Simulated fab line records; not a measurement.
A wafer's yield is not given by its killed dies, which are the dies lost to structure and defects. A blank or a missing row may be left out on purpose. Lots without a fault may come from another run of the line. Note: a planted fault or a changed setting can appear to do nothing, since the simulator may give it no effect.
The same fault as seen by 2 desks -- flow sky130 -- numbers are kept per desk, each desk with only its own; the story behind them comes last

METROLOGY DESK
Means of the sampled wafers that have a number, per lot and without regard to the tool the lot ran on: this is what the gauges read. If a lot's mean is further than 4 standard deviations from the usual mean, the lot is out of limits and carries the mark OUT (the distance appears in the brackets).
Columns: A = VIA3_BOW at SKY_VIA3_BOW_MEAS_03, usual 80 um; B = PASSIVATION_CVD_00_THK at SKY_PASSIVATION_THK_MEAS_01, usual 89.9 nm
lot,first seen here,A,B
L146,day 38 03:35,79,90.3
L147,day 38 10:05,74,91.1
L148,day 38 21:02,84,90.9
L149,day 39 06:25,73,90.0
L150,day 40 10:02,73,89.9
L154,day 40 17:29,74,89.9
L155,day 41 19:49,79,90.7
L156,day 41 22:25,76,89.2
L159,day 42 11:07,85,91.4
L162,day 43 00:16,99,91.3
L163,day 43 05:51,85,89.1
L164,day 43 16:08,80,89.0
Finding of this desk: none of the 12 lots has anything out of limits.

THE TOOL OWNER'S DESK: rieMetal-04
The tool's own readings at SKY_METAL4_METAL_ETCH_18 (etches the open film in Cl2/BCl3, stops on SiO2, target depth 845 nm, time 183.1 s): means of the sampled wafers that have a number, for each lot that ran on this tool. If a lot's mean is further than 4 standard deviations from the usual mean, the lot is out of limits and carries the mark OUT (the distance appears in the brackets).
Columns: A = drypumpMotorCurrentA at SKY_METAL4_METAL_ETCH_18, usual 5.8 A; B = oesProductAu at SKY_METAL4_METAL_ETCH_18, usual 0.866 a.u.; C = throttleValvePct at SKY_METAL4_METAL_ETCH_18, usual 22.264 %
lot,first seen here,A,B,C
L148,day 41 22:58,5.8,0.855,22.263
L149,day 42 09:17,5.8,0.866,22.267
L154,day 43 19:14,5.7,0.863,22.274
L155,day 44 21:49,5.7,0.865,22.264
L156,day 44 22:47,5.3,0.872,22.272
L162,day 45 20:47,6.2,0.869,22.263
L164,day 46 08:29,5.3,0.864,22.263
Finding of this desk: none of the 7 lots has anything out of limits.

BROUGHT TOGETHER
From the metrology desk's view, nothing was out of limits.
The desk of the tool owner found nothing out of limits.

WHAT THE SIMULATOR PUT IN
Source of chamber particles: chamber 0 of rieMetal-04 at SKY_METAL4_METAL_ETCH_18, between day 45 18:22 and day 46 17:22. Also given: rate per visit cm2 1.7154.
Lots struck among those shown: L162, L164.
